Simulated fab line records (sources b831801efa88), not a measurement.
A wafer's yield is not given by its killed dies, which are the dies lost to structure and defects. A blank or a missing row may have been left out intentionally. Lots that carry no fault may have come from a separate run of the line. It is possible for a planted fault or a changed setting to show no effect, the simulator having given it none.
Which tool is to blame? || flow sky130 || Sampling: 12 lots, 36 wafers, 6 of 708 route steps

== WHAT THE GAUGES SHOWED, per wafer ==
SKY_VT_ADJUST_HVTP_TW_MEAS_11. Usual: VT_ADJUST_HVTP_TW typically reads 1353, with standard deviation 11.
{"lot": "L684", "measured": "day 6 17:40", "on": "filmMetro-03", "VT_ADJUST_HVTP_TW": "1341 1346 1336", "flag": ""}
{"lot": "L685", "measured": "day 7 00:38", "on": "filmMetro-03", "VT_ADJUST_HVTP_TW": "1354 1348 1357", "flag": ""}
{"lot": "L687", "measured": "day 7 17:14", "on": "filmMetro-04", "VT_ADJUST_HVTP_TW": "1361 1363 1361", "flag": ""}
{"lot": "L688", "measured": "day 7 21:41", "on": "filmMetro-02", "VT_ADJUST_HVTP_TW": "1365 1367 1370", "flag": ""}
{"lot": "L689", "measured": "day 8 01:07", "on": "filmMetro-03", "VT_ADJUST_HVTP_TW": "1348 1343 1341", "flag": ""}
{"lot": "L690", "measured": "day 8 12:19", "on": "filmMetro-03", "VT_ADJUST_HVTP_TW": "1340 1345 1347", "flag": ""}
{"lot": "L691", "measured": "day 8 20:16", "on": "filmMetro-02", "VT_ADJUST_HVTP_TW": "1358 1354 1360", "flag": ""}
{"lot": "L694", "measured": "day 9 11:25", "on": "filmMetro-04", "VT_ADJUST_HVTP_TW": "1342 1343 1341", "flag": ""}
{"lot": "L696", "measured": "day 10 03:23", "on": "filmMetro-02", "VT_ADJUST_HVTP_TW": "1366 1369 1367", "flag": ""}
{"lot": "L700", "measured": "day 11 05:34", "on": "filmMetro-03", "VT_ADJUST_HVTP_TW": "1355 1351 1351", "flag": ""}
{"lot": "L702", "measured": "day 11 16:49", "on": "filmMetro-03", "VT_ADJUST_HVTP_TW": "1349 1348 1346", "flag": ""}
{"lot": "L704", "measured": "day 12 03:37", "on": "filmMetro-03", "VT_ADJUST_HVTP_TW": "1348 1338 1344", "flag": ""}

SKY_VT_ADJUST_LVTN_OVL_MEAS_18. Usual: VT_ADJUST_LVTN_01_OVL typically reads -0.3 nm, with standard deviation 1.4.
{"lot": "L684", "measured": "day 8 08:58", "on": "overlay-01", "VT_ADJUST_LVTN_01_OVL (nm)": "0.8 1.3 1.8", "flag": ""}
{"lot": "L685", "measured": "day 8 18:11", "on": "overlay-01", "VT_ADJUST_LVTN_01_OVL (nm)": "1.7 1.2 0.9", "flag": ""}
{"lot": "L687", "measured": "day 9 12:05", "on": "overlay-02", "VT_ADJUST_LVTN_01_OVL (nm)": "1.4 1.7 1.1", "flag": ""}
{"lot": "L688", "measured": "day 9 17:21", "on": "overlay-02", "VT_ADJUST_LVTN_01_OVL (nm)": "-0.8 2.3 0.2", "flag": ""}
{"lot": "L689", "measured": "day 9 20:29", "on": "overlay-01", "VT_ADJUST_LVTN_01_OVL (nm)": "-2.5 -2.1 -4.0", "flag": ""}
{"lot": "L690", "measured": "day 10 08:39", "on": "overlay-01", "VT_ADJUST_LVTN_01_OVL (nm)": "2.2 1.1 3.9", "flag": ""}
{"lot": "L691", "measured": "day 10 16:46", "on": "overlay-01", "VT_ADJUST_LVTN_01_OVL (nm)": "1.5 1.8 0.5", "flag": ""}
{"lot": "L694", "measured": "day 11 07:16", "on": "overlay-01", "VT_ADJUST_LVTN_01_OVL (nm)": "-1.1 0.6 0.1", "flag": ""}
{"lot": "L696", "measured": "day 12 02:46", "on": "overlay-01", "VT_ADJUST_LVTN_01_OVL (nm)": "-3.2 -1.9 -1.2", "flag": ""}
{"lot": "L700", "measured": "day 13 08:07", "on": "overlay-01", "VT_ADJUST_LVTN_01_OVL (nm)": "1.3 2.3 1.9", "flag": ""}
{"lot": "L702", "measured": "day 13 18:34", "on": "overlay-01", "VT_ADJUST_LVTN_01_OVL (nm)": "-1.7 -1.1 -1.6", "flag": ""}
{"lot": "L704", "measured": "day 14 06:05", "on": "overlay-02", "VT_ADJUST_LVTN_01_OVL (nm)": "-1.0 -1.4 -0.9", "flag": ""}

SKY_VT_ADJUST_PCH_OVL_MEAS_07. Usual: VT_ADJUST_PCH_OVL typically reads -0.8 nm, with standard deviation 1.3.
{"lot": "L684", "measured": "day 11 04:52", "on": "overlay-01", "VT_ADJUST_PCH_OVL (nm)": "0.5 -1.9 -1.4", "flag": ""}
{"lot": "L685", "measured": "day 11 12:47", "on": "overlay-02", "VT_ADJUST_PCH_OVL (nm)": "-1.0 -1.6 -1.5", "flag": ""}
{"lot": "L687", "measured": "day 12 09:29", "on": "overlay-01", "VT_ADJUST_PCH_OVL (nm)": "0.6 -0.7 0.9", "flag": ""}
{"lot": "L688", "measured": "day 12 16:07", "on": "overlay-01", "VT_ADJUST_PCH_OVL (nm)": "-0.7 -0.4 -0.7", "flag": ""}
{"lot": "L689", "measured": "day 12 19:12", "on": "overlay-01", "VT_ADJUST_PCH_OVL (nm)": "-2.1 -3.0 -1.9", "flag": ""}
{"lot": "L690", "measured": "day 13 09:04", "on": "overlay-02", "VT_ADJUST_PCH_OVL (nm)": "1.2 -1.5 -0.4", "flag": ""}
{"lot": "L691", "measured": "day 13 18:29", "on": "overlay-01", "VT_ADJUST_PCH_OVL (nm)": "-0.7 -1.4 -0.2", "flag": ""}
{"lot": "L694", "measured": "day 14 13:20", "on": "overlay-01", "VT_ADJUST_PCH_OVL (nm)": "- - -", "flag": "OFF"}
{"lot": "L696", "measured": "day 15 09:10", "on": "overlay-02", "VT_ADJUST_PCH_OVL (nm)": "-0.5 0.7 -1.9", "flag": ""}
{"lot": "L700", "measured": "day 16 18:25", "on": "overlay-02", "VT_ADJUST_PCH_OVL (nm)": "-3.7 -2.7 -2.9", "flag": ""}
{"lot": "L702", "measured": "day 17 07:28", "on": "overlay-01", "VT_ADJUST_PCH_OVL (nm)": "-1.9 -2.9 -2.3", "flag": ""}
{"lot": "L704", "measured": "day 17 19:08", "on": "overlay-01", "VT_ADJUST_PCH_OVL (nm)": "-2.3 -3.1 -3.5", "flag": ""}

SKY_VT_ADJUST_PCH_TW_MEAS_10. Usual: VT_ADJUST_PCH_TW typically reads 143.2, with standard deviation 1.3.
{"lot": "L684", "measured": "day 11 05:08", "on": "filmMetro-04", "VT_ADJUST_PCH_TW": "140.1 140.9 140.6", "flag": ""}
{"lot": "L685", "measured": "day 11 13:04", "on": "filmMetro-02", "VT_ADJUST_PCH_TW": "144.5 143.7 144.3", "flag": ""}
{"lot": "L687", "measured": "day 12 09:46", "on": "filmMetro-02", "VT_ADJUST_PCH_TW": "143.8 143.9 143.8", "flag": ""}
{"lot": "L688", "measured": "day 12 16:23", "on": "filmMetro-03", "VT_ADJUST_PCH_TW": "142.0 142.3 142.9", "flag": ""}
{"lot": "L689", "measured": "day 12 19:29", "on": "filmMetro-02", "VT_ADJUST_PCH_TW": "144.0 143.2 144.0", "flag": ""}
{"lot": "L690", "measured": "day 13 09:20", "on": "filmMetro-02", "VT_ADJUST_PCH_TW": "144.4 143.3 142.7", "flag": ""}
{"lot": "L691", "measured": "day 13 18:46", "on": "filmMetro-03", "VT_ADJUST_PCH_TW": "140.9 142.8 142.0", "flag": ""}
{"lot": "L694", "measured": "day 14 13:37", "on": "filmMetro-02", "VT_ADJUST_PCH_TW": "30.2 30.3 30.2", "flag": "OFF"}
{"lot": "L696", "measured": "day 15 09:30", "on": "filmMetro-03", "VT_ADJUST_PCH_TW": "143.3 144.3 144.1", "flag": ""}
{"lot": "L700", "measured": "day 16 18:42", "on": "filmMetro-03", "VT_ADJUST_PCH_TW": "144.7 143.7 143.5", "flag": ""}
{"lot": "L702", "measured": "day 17 07:45", "on": "filmMetro-03", "VT_ADJUST_PCH_TW": "143.2 143.7 142.9", "flag": ""}
{"lot": "L704", "measured": "day 17 19:25", "on": "filmMetro-02", "VT_ADJUST_PCH_TW": "143.8 143.7 142.3", "flag": ""}

== TOOL THAT RAN EACH LOT (tool first, then ch and the chambers of the sampled wafers, then the start) ==
{"lot": "L684", "SKY_NWELL_RTA_28": "rtpAnneal-01 ch 0, day 5 23:32", "SKY_VT_ADJUST_PCH_EXPOSE_04": "ilineStepper-02 ch 0, day 10 18:08"}
{"lot": "L685", "SKY_NWELL_RTA_28": "rtpAnneal-01 ch 0, day 6 05:48", "SKY_VT_ADJUST_PCH_EXPOSE_04": "ilineStepper-02 ch 0, day 11 01:18"}
{"lot": "L687", "SKY_NWELL_RTA_28": "rtpAnneal-01 ch 0, day 6 20:51", "SKY_VT_ADJUST_PCH_EXPOSE_04": "ilineStepper-02 ch 0, day 11 21:23"}
{"lot": "L688", "SKY_NWELL_RTA_28": "rtpAnneal-02 ch 0, day 7 00:53", "SKY_VT_ADJUST_PCH_EXPOSE_04": "ilineStepper-02 ch 0, day 12 04:07"}
{"lot": "L689", "SKY_NWELL_RTA_28": "rtpAnneal-01 ch 0, day 7 05:05", "SKY_VT_ADJUST_PCH_EXPOSE_04": "ilineStepper-02 ch 0, day 12 07:18"}
{"lot": "L690", "SKY_NWELL_RTA_28": "rtpAnneal-01 ch 0, day 7 15:09", "SKY_VT_ADJUST_PCH_EXPOSE_04": "ilineStepper-02 ch 0, day 12 20:27"}
{"lot": "L691", "SKY_NWELL_RTA_28": "rtpAnneal-02 ch 0, day 7 22:19", "SKY_VT_ADJUST_PCH_EXPOSE_04": "ilineStepper-02 ch 0, day 13 05:38"}
{"lot": "L694", "SKY_NWELL_RTA_28": "rtpAnneal-02 ch 0, day 8 12:44", "SKY_VT_ADJUST_PCH_EXPOSE_04": "ilineStepper-02 ch 0, day 14 00:17"}
{"lot": "L696", "SKY_NWELL_RTA_28": "rtpAnneal-01 ch 0, day 9 04:47", "SKY_VT_ADJUST_PCH_EXPOSE_04": "ilineStepper-02 ch 0, day 14 19:58"}
{"lot": "L700", "SKY_NWELL_RTA_28": "rtpAnneal-02 ch 0, day 10 06:31", "SKY_VT_ADJUST_PCH_EXPOSE_04": "ilineStepper-02 ch 0, day 16 04:05"}
{"lot": "L702", "SKY_NWELL_RTA_28": "rtpAnneal-01 ch 0, day 10 17:09", "SKY_VT_ADJUST_PCH_EXPOSE_04": "ilineStepper-02 ch 0, day 16 17:04"}
{"lot": "L704", "SKY_NWELL_RTA_28": "rtpAnneal-02 ch 0, day 11 02:36", "SKY_VT_ADJUST_PCH_EXPOSE_04": "ilineStepper-02 ch 0, day 17 04:38"}
- SKY_NWELL_RTA_28: time 30 s.
- SKY_VT_ADJUST_PCH_EXPOSE_04: exposes mask NWM, target cd 840 nm.

== AS READ BY THE TOOLS THEMSELVES (means over the sampled wafers that have a number; for cases with no such wafer, the mark the record gives instead) ==
SKY_NWELL_RTA_28. Usual: lampPowerPct 25.30 %, standard deviation 0.058; wafer_temp_C_max 1055.0, standard deviation 1.
{"lot": "L684", "tool": "rtpAnneal-01", "lampPowerPct (%)": 25.33, "wafer_temp_C_max": 1054.8, "flag": ""}
{"lot": "L685", "tool": "rtpAnneal-01", "lampPowerPct (%)": 25.29, "wafer_temp_C_max": 1054.9, "flag": ""}
{"lot": "L687", "tool": "rtpAnneal-01", "lampPowerPct (%)": 25.30, "wafer_temp_C_max": 1055.2, "flag": ""}
{"lot": "L688", "tool": "rtpAnneal-02", "lampPowerPct (%)": 25.29, "wafer_temp_C_max": 1054.9, "flag": ""}
{"lot": "L689", "tool": "rtpAnneal-01", "lampPowerPct (%)": 25.31, "wafer_temp_C_max": 1055.4, "flag": ""}
{"lot": "L690", "tool": "rtpAnneal-01", "lampPowerPct (%)": 25.30, "wafer_temp_C_max": 1055.4, "flag": ""}
{"lot": "L691", "tool": "rtpAnneal-02", "lampPowerPct (%)": 25.31, "wafer_temp_C_max": 1054.6, "flag": ""}
{"lot": "L694", "tool": "rtpAnneal-02", "lampPowerPct (%)": 25.29, "wafer_temp_C_max": 1055.4, "flag": ""}
{"lot": "L696", "tool": "rtpAnneal-01", "lampPowerPct (%)": 25.29, "wafer_temp_C_max": 1055.7, "flag": ""}
{"lot": "L700", "tool": "rtpAnneal-02", "lampPowerPct (%)": 25.29, "wafer_temp_C_max": 1054.5, "flag": ""}
{"lot": "L702", "tool": "rtpAnneal-01", "lampPowerPct (%)": 25.36, "wafer_temp_C_max": 1054.6, "flag": ""}
{"lot": "L704", "tool": "rtpAnneal-02", "lampPowerPct (%)": 25.28, "wafer_temp_C_max": 1055.5, "flag": ""}

SKY_VT_ADJUST_PCH_EXPOSE_04. Usual: reticleTempC at 22.99 C, with a standard deviation of 0.1.
{"lot": "L684", "tool": "ilineStepper-02", "reticleTempC (C)": 22.96, "flag": ""}
{"lot": "L685", "tool": "ilineStepper-02", "reticleTempC (C)": 22.97, "flag": ""}
{"lot": "L687", "tool": "ilineStepper-02", "reticleTempC (C)": 23.13, "flag": ""}
{"lot": "L688", "tool": "ilineStepper-02", "reticleTempC (C)": 23.11, "flag": ""}
{"lot": "L689", "tool": "ilineStepper-02", "reticleTempC (C)": 22.89, "flag": ""}
{"lot": "L690", "tool": "ilineStepper-02", "reticleTempC (C)": 23.00, "flag": ""}
{"lot": "L691", "tool": "ilineStepper-02", "reticleTempC (C)": 22.95, "flag": ""}
{"lot": "L694", "tool": "ilineStepper-02", "reticleTempC (C)": 22.91, "flag": ""}
{"lot": "L696", "tool": "ilineStepper-02", "reticleTempC (C)": 23.02, "flag": ""}
{"lot": "L700", "tool": "ilineStepper-02", "reticleTempC (C)": 22.97, "flag": ""}
{"lot": "L702", "tool": "ilineStepper-02", "reticleTempC (C)": 23.03, "flag": ""}
{"lot": "L704", "tool": "ilineStepper-02", "reticleTempC (C)": 22.97, "flag": ""}

== THE ANSWER, worked out from the rows above alone ==
Rule: lot off if the mean of its wafers having a number is beyond 3 standard deviations from the usual mean. Also off: a lot with no number at a reading for which 4 or more lots have one. The other lots that the step has rows for count as sound. Order of review: gauges by route order, followed by the tools' own readings, for which a lot's mean as printed above is used. The first step at which some lot is off is used, and at that step the reading that is off furthest; a lot without a number counts as furthest.
Off: at SKY_VT_ADJUST_PCH_OVL_MEAS_07 (VT_ADJUST_PCH_OVL), L694. Without a number there: L694.
A tool fits if, at a process step before that reading, it ran every lot that is off, and no sound lot after the first of them. The gauges at SKY_VT_ADJUST_PCH_OVL_MEAS_07 aren't tried: what is off there is off at SKY_VT_ADJUST_PCH_TW_MEAS_10 too, on other tools, and a gauge's error can't cause that. None of those tried fits.

== WHAT THE SIMULATOR HAD INSERTED ==
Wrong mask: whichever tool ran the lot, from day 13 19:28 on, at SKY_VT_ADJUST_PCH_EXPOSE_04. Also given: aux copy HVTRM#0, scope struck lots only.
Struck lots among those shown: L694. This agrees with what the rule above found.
